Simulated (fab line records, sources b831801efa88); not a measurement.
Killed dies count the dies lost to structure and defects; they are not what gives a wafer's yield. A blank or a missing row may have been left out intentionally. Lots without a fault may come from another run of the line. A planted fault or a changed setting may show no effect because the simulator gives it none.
Which of the tools did it? / flow sky130 / 12 lots, 36 wafers sampled, at 5 steps of a route of 708

## WHAT EACH GAUGE READ, for each wafer
SKY_LI_CONTACT_BOW_MEAS_03. Usual: LI_CONTACT_BOW typically reads 56 um, with standard deviation 6.8.
lot=L577; measured=day 27 20:51; on=filmMetro-04; LI_CONTACT_BOW (um)=52 52 59; flag=
lot=L580; measured=day 29 08:34; on=filmMetro-04; LI_CONTACT_BOW (um)=59 51 73; flag=
lot=L583; measured=day 30 01:26; on=filmMetro-02; LI_CONTACT_BOW (um)=54 55 65; flag=
lot=L585; measured=day 31 00:16; on=filmMetro-01; LI_CONTACT_BOW (um)=53 57 62; flag=
lot=L586; measured=day 31 00:35; on=filmMetro-04; LI_CONTACT_BOW (um)=65 48 59; flag=
lot=L587; measured=day 31 20:34; on=filmMetro-02; LI_CONTACT_BOW (um)=57 64 64; flag=
lot=L589; measured=day 32 03:39; on=filmMetro-04; LI_CONTACT_BOW (um)=52 67 56; flag=
lot=L590; measured=day 32 14:11; on=filmMetro-02; LI_CONTACT_BOW (um)=60 51 55; flag=
lot=L597; measured=day 34 05:07; on=filmMetro-04; LI_CONTACT_BOW (um)=53 57 50; flag=
lot=L598; measured=day 34 15:07; on=filmMetro-04; LI_CONTACT_BOW (um)=63 53 50; flag=
lot=L599; measured=day 34 16:13; on=filmMetro-01; LI_CONTACT_BOW (um)=51 52 50; flag=
lot=L600; measured=day 35 02:35; on=filmMetro-02; LI_CONTACT_BOW (um)=52 54 65; flag=

SKY_METAL2_CD_MEAS_15: target cd 140 nm. Usual: cdNm 140.3 nm, standard deviation 1.7.
lot=L577; measured=day 34 23:26; on=cdSem-02; cdNm (nm)=140.4 141.0 139.9; flag=
lot=L580; measured=day 36 08:08; on=cdSem-01; cdNm (nm)=141.3 141.1 139.6; flag=
lot=L583; measured=day 36 23:32; on=cdSem-02; cdNm (nm)=137.1 136.8 137.5; flag=
lot=L585; measured=day 37 20:16; on=cdSem-02; cdNm (nm)=140.9 140.5 141.8; flag=
lot=L586; measured=day 37 21:50; on=cdSem-02; cdNm (nm)=141.4 143.4 141.8; flag=
lot=L587; measured=day 38 16:39; on=cdSem-02; cdNm (nm)=139.6 138.6 139.3; flag=
lot=L589; measured=day 38 22:41; on=cdSem-02; cdNm (nm)=122.5 140.8 142.1; flag=OFF
lot=L590; measured=day 39 08:39; on=cdSem-02; cdNm (nm)=118.2 137.4 139.1; flag=OFF
lot=L597; measured=day 40 21:37; on=cdSem-01; cdNm (nm)=143.4 142.4 141.9; flag=
lot=L598; measured=day 41 05:14; on=cdSem-01; cdNm (nm)=139.9 140.8 142.3; flag=
lot=L599; measured=day 41 07:09; on=cdSem-01; cdNm (nm)=142.9 140.7 141.8; flag=
lot=L600; measured=day 41 17:17; on=cdSem-02; cdNm (nm)=139.8 139.2 143.1; flag=

SKY_METAL2_OVL_MEAS_16. Usual: METAL2_OVL typically reads -3 nm, with standard deviation 6.1.
lot=L577; measured=day 34 23:33; on=overlay-01; METAL2_OVL (nm)=-5 -13 -7; flag=
lot=L580; measured=day 36 08:16; on=overlay-01; METAL2_OVL (nm)=-11 -4 -4; flag=
lot=L583; measured=day 36 23:40; on=overlay-02; METAL2_OVL (nm)=0 3 -5; flag=
lot=L585; measured=day 37 20:22; on=overlay-02; METAL2_OVL (nm)=-1 -11 -11; flag=
lot=L586; measured=day 37 21:55; on=overlay-02; METAL2_OVL (nm)=-5 0 1; flag=
lot=L587; measured=day 38 16:44; on=overlay-02; METAL2_OVL (nm)=8 -1 9; flag=
lot=L589; measured=day 38 22:47; on=overlay-01; METAL2_OVL (nm)=-10 -10 -10; flag=
lot=L590; measured=day 39 08:45; on=overlay-02; METAL2_OVL (nm)=2 -6 -7; flag=
lot=L597; measured=day 40 21:44; on=overlay-02; METAL2_OVL (nm)=0 2 -2; flag=
lot=L598; measured=day 41 05:22; on=overlay-01; METAL2_OVL (nm)=-1 6 -3; flag=
lot=L599; measured=day 41 07:15; on=overlay-02; METAL2_OVL (nm)=-6 -8 4; flag=
lot=L600; measured=day 41 17:25; on=overlay-02; METAL2_OVL (nm)=-10 -14 -10; flag=

## EACH LOT AND THE TOOL THAT RAN IT (in order: tool; ch and the chambers of the sampled wafers; start)
lot=L577; SKY_METAL1_SPUTTER_03=pvdSputter-03, day 31 14:14; SKY_METAL2_EXPOSE_12=krfScanner-02 ch 0, day 34 10:42
lot=L580; SKY_METAL1_SPUTTER_03=pvdSputter-04, day 32 23:30; SKY_METAL2_EXPOSE_12=krfScanner-01 ch 0, day 35 19:26
lot=L583; SKY_METAL1_SPUTTER_03=pvdSputter-04, day 33 15:56; SKY_METAL2_EXPOSE_12=krfScanner-02 ch 0, day 36 11:08
lot=L585; SKY_METAL1_SPUTTER_03=pvdSputter-04, day 34 12:37; SKY_METAL2_EXPOSE_12=krfScanner-01 ch 0, day 37 07:21
lot=L586; SKY_METAL1_SPUTTER_03=pvdSputter-01, day 34 12:56; SKY_METAL2_EXPOSE_12=krfScanner-01 ch 0, day 37 08:50
lot=L587; SKY_METAL1_SPUTTER_03=pvdSputter-04, day 35 08:31; SKY_METAL2_EXPOSE_12=krfScanner-02 ch 0, day 38 04:45
lot=L589; SKY_METAL1_SPUTTER_03=pvdSputter-04, day 35 14:56; SKY_METAL2_EXPOSE_12=krfScanner-01 ch 0, day 38 10:56
lot=L590; SKY_METAL1_SPUTTER_03=pvdSputter-01, day 36 00:43; SKY_METAL2_EXPOSE_12=krfScanner-01 ch 0, day 38 19:20
lot=L597; SKY_METAL1_SPUTTER_03=pvdSputter-04, day 37 15:52; SKY_METAL2_EXPOSE_12=krfScanner-02 ch 0, day 40 09:38
lot=L598; SKY_METAL1_SPUTTER_03=pvdSputter-01, day 37 23:58; SKY_METAL2_EXPOSE_12=krfScanner-02 ch 0, day 40 17:04
lot=L599; SKY_METAL1_SPUTTER_03=pvdSputter-03, day 38 01:07; SKY_METAL2_EXPOSE_12=krfScanner-02 ch 0, day 40 18:41
lot=L600; SKY_METAL1_SPUTTER_03=pvdSputter-04, day 38 13:08; SKY_METAL2_EXPOSE_12=krfScanner-02 ch 0, day 41 05:59
- SKY_METAL1_SPUTTER_03: material Ti, target thk 5 nm, time 3.3 s.
- SKY_METAL2_EXPOSE_12: exposes mask MM2, target cd 140 nm.

## AS READ BY THE TOOLS THEMSELVES (means over the sampled wafers that have a number; for cases with no such wafer, the mark the record gives instead)
SKY_METAL1_SPUTTER_03. Usual: cathodeDcPowerW 3000.0 W, standard deviation 0.56; throttleValvePct 29.9 %, standard deviation 1.2.
lot=L577; tool=pvdSputter-03; cathodeDcPowerW (W)=3000.5; throttleValvePct (%)=30.2; flag=
lot=L580; tool=pvdSputter-04; cathodeDcPowerW (W)=3000.3; throttleValvePct (%)=28.6; flag=
lot=L583; tool=pvdSputter-04; cathodeDcPowerW (W)=3001.0; throttleValvePct (%)=29.6; flag=
lot=L585; tool=pvdSputter-04; cathodeDcPowerW (W)=3000.5; throttleValvePct (%)=28.6; flag=
lot=L586; tool=pvdSputter-01; cathodeDcPowerW (W)=3000.5; throttleValvePct (%)=29.8; flag=
lot=L587; tool=pvdSputter-04; cathodeDcPowerW (W)=3000.1; throttleValvePct (%)=29.6; flag=
lot=L589; tool=pvdSputter-04; cathodeDcPowerW (W)=2999.4; throttleValvePct (%)=28.4; flag=
lot=L590; tool=pvdSputter-01; cathodeDcPowerW (W)=3000.3; throttleValvePct (%)=30.4; flag=
lot=L597; tool=pvdSputter-04; cathodeDcPowerW (W)=2999.5; throttleValvePct (%)=29.7; flag=
lot=L598; tool=pvdSputter-01; cathodeDcPowerW (W)=3000.7; throttleValvePct (%)=29.9; flag=
lot=L599; tool=pvdSputter-03; cathodeDcPowerW (W)=2999.5; throttleValvePct (%)=30.9; flag=
lot=L600; tool=pvdSputter-04; cathodeDcPowerW (W)=2999.7; throttleValvePct (%)=28.9; flag=

SKY_METAL2_EXPOSE_12. Usual: stageVelMmS 499.99 mm/s, standard deviation 0.23.
lot=L577; tool=krfScanner-02; stageVelMmS (mm/s)=500.30; flag=
lot=L580; tool=krfScanner-01; stageVelMmS (mm/s)=500.30; flag=
lot=L583; tool=krfScanner-02; stageVelMmS (mm/s)=499.87; flag=
lot=L585; tool=krfScanner-01; stageVelMmS (mm/s)=499.87; flag=
lot=L586; tool=krfScanner-01; stageVelMmS (mm/s)=500.27; flag=
lot=L587; tool=krfScanner-02; stageVelMmS (mm/s)=500.26; flag=
lot=L589; tool=krfScanner-01; stageVelMmS (mm/s)=499.93; flag=
lot=L590; tool=krfScanner-01; stageVelMmS (mm/s)=499.82; flag=
lot=L597; tool=krfScanner-02; stageVelMmS (mm/s)=499.64; flag=
lot=L598; tool=krfScanner-02; stageVelMmS (mm/s)=499.91; flag=
lot=L599; tool=krfScanner-02; stageVelMmS (mm/s)=499.88; flag=
lot=L600; tool=krfScanner-02; stageVelMmS (mm/s)=500.00; flag=

## THE ANSWER, worked out from the rows above alone
Rule: a lot counts as off when the mean over its wafers that have a number is more than 3 standard deviations away from the usual mean. A lot without any number at a reading at which 4 lots or more have one is off too. Where the step has rows for the other lots, those lots are counted as sound. After the gauges, taken in route order, come the tools' own readings; for these a lot's mean is taken, as printed above. At the first step where some lot is off, the reading lying furthest off is the one used; lots without a number count as furthest.
Off: L589, L590, at SKY_METAL2_CD_MEAS_15 (cdNm).
If a tool, at a process step before that reading, ran all the lots that are off and no sound lot after the first of them, it fits. Gauges at SKY_METAL2_CD_MEAS_15: tried the same way as those tools. One fits: krfScanner-01 at SKY_METAL2_EXPOSE_12. Its last sound lot is L586 (day 37 08:50), its first lot that is off L589 (day 38 10:56): a fault that began between those two fits.

## WHAT THE SIMULATOR HAD INSERTED
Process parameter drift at SKY_METAL2_EXPOSE_12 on krfScanner-01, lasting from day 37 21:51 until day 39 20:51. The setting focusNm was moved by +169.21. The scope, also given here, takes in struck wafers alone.
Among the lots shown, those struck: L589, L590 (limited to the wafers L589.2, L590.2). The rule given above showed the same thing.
